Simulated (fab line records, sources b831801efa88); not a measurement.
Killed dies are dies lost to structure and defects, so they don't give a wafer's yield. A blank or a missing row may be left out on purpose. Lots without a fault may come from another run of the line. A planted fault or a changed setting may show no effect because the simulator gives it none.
A struck lot beside a sound one | flow sfq_line | 15 steps out of a route of 325
Sound: wafers L303.3, L303.5, L303.6. Struck: wafer L306.6. (L306.1, L306.4 of the same lot were not struck and are left out.) The cause comes at the end.
At each step with rows: each side's tool, then ch and its chambers, then its first start. Under that, the readings that differ: sound wafers | struck wafers | difference of the means | sigmas: that difference in standard deviations of wafers without a fault.
alike: readings whose means differ by less than 2 such deviations, and words and numbers that are the same on both sides. not compared: withheld readings, readings that some wafer has no value for, bounds like >300 that may hide the same value, and numbers for which the record gives no deviation and whose values overlap.
The two part at a step that has a row with sigmas, a row that says differs or no value, or rows on one side only. Numbers that don't overlap but have no deviation are shown without sigmas and don't part them. A reading that every wafer of one side lacks parts them only if that side has two wafers or more.

SFQ_TRILAYER_JJ_CE_BARC_OPEN_RIE_150: chemistry O2, target BARC, target depth 240 nm, time 80 s.
  sound on rie_metal-03 ch 0,1, day 63 21:28; struck on rie_metal-03 ch 1, day 68 17:47
  alike: drypump_motor_current_A, oes_product_au
  not compared: rf_hours_counter_h
SFQ_TRILAYER_JJ_CE_ETCH_RIE_118: chemistry SF6, target Nb, stops on Al2O3, time 97.7 s, target depth 170 nm.
  sound on rie_metal-03 ch 0,1, day 63 21:34; struck on rie_metal-03 ch 1, day 68 17:53
  alike: drypump_motor_current_A, oes_product_au
  not compared: rf_hours_counter_h
then, 1 step without rows for these wafers: SFQ_TRILAYER_JJ_ANODIZE_ANODIZE_119.
SFQ_TRILAYER_JJ_CE_STRIP_STRIP_120: strips in O2.
  sound on rie_metal-01 ch 0,1, day 63 22:20; struck on rie_metal-04 ch 1, day 68 18:29
  alike: drypump_motor_current_A, oes_product_au
  not compared: rf_hours_counter_h
then, 7 steps without rows for these wafers: SFQ_TRILAYER_JJ_CE_STRIP_SOLV_CLEAN_121 (cleans in NMP, time 600 s); SFQ_TRILAYER_M5_LITHO_COAT_128 (resist thk 62 nm); SFQ_TRILAYER_M5_LITHO_COAT_123 (resist thk 600 nm); SFQ_TRILAYER_M5_LITHO_SOFTBAKE_127; SFQ_TRILAYER_M5_LITHO_EXPOSE_124 (exposes mask M5, target cd 700 nm); SFQ_TRILAYER_M5_LITHO_PEB_126 (peb time 60 s); SFQ_TRILAYER_M5_LITHO_DEVELOP_125 (time 60 s).
-- the record jumps here: 3 days lie between the struck wafers' starts before and after --
SFQ_M5_OVL_MEAS_932:
  sound on overlay-02, day 68 05:46; struck on overlay-02, day 71 14:29
  alike: M5_OVL
SFQ_TRILAYER_M5_BARC_OPEN_METAL_ETCH_161: etches BARC in O2, target depth 125 nm, time 41.7 s.
  sound on rie_metal-03 ch 0,1, day 68 05:48; struck on rie_metal-03 ch 0, day 71 14:31
  reading                                             | sound           | struck | difference | sigmas
  model.KrF_of_TRILAYER_M5_LITHO_COAT_123.thk_nm (nm) | 520.5 521.1 521 | 532.9  | +12.0      |
  alike: drypump_motor_current_A, oes_product_au
  not compared: rf_hours_counter_h
SFQ_TRILAYER_M5_ETCH_METAL_ETCH_126: etches Nb in Cl2/BCl3, stops on SiO2, time 203.2 s, target depth 265 nm.
  sound on rie_metal-03 ch 0,1, day 68 05:55; struck on rie_metal-03 ch 0, day 71 14:35
  reading                                             | sound           | struck | difference | sigmas
  model.KrF_of_TRILAYER_M5_LITHO_COAT_123.thk_nm (nm) | 364.4 365.9 368 | 376    | +10        |
  alike: drypump_motor_current_A, oes_product_au
  not compared: rf_hours_counter_h
SFQ_TRILAYER_M5_STRIP_STRIP_127: strips in O2.
  sound on rie_metal-03 ch 0,1, day 68 06:14; struck on rie_metal-03 ch 0, day 71 14:47
  alike: drypump_motor_current_A, oes_product_au
  not compared: rf_hours_counter_h

WHERE THEY PART
Nowhere in this record.

WHY: what the simulator had put in
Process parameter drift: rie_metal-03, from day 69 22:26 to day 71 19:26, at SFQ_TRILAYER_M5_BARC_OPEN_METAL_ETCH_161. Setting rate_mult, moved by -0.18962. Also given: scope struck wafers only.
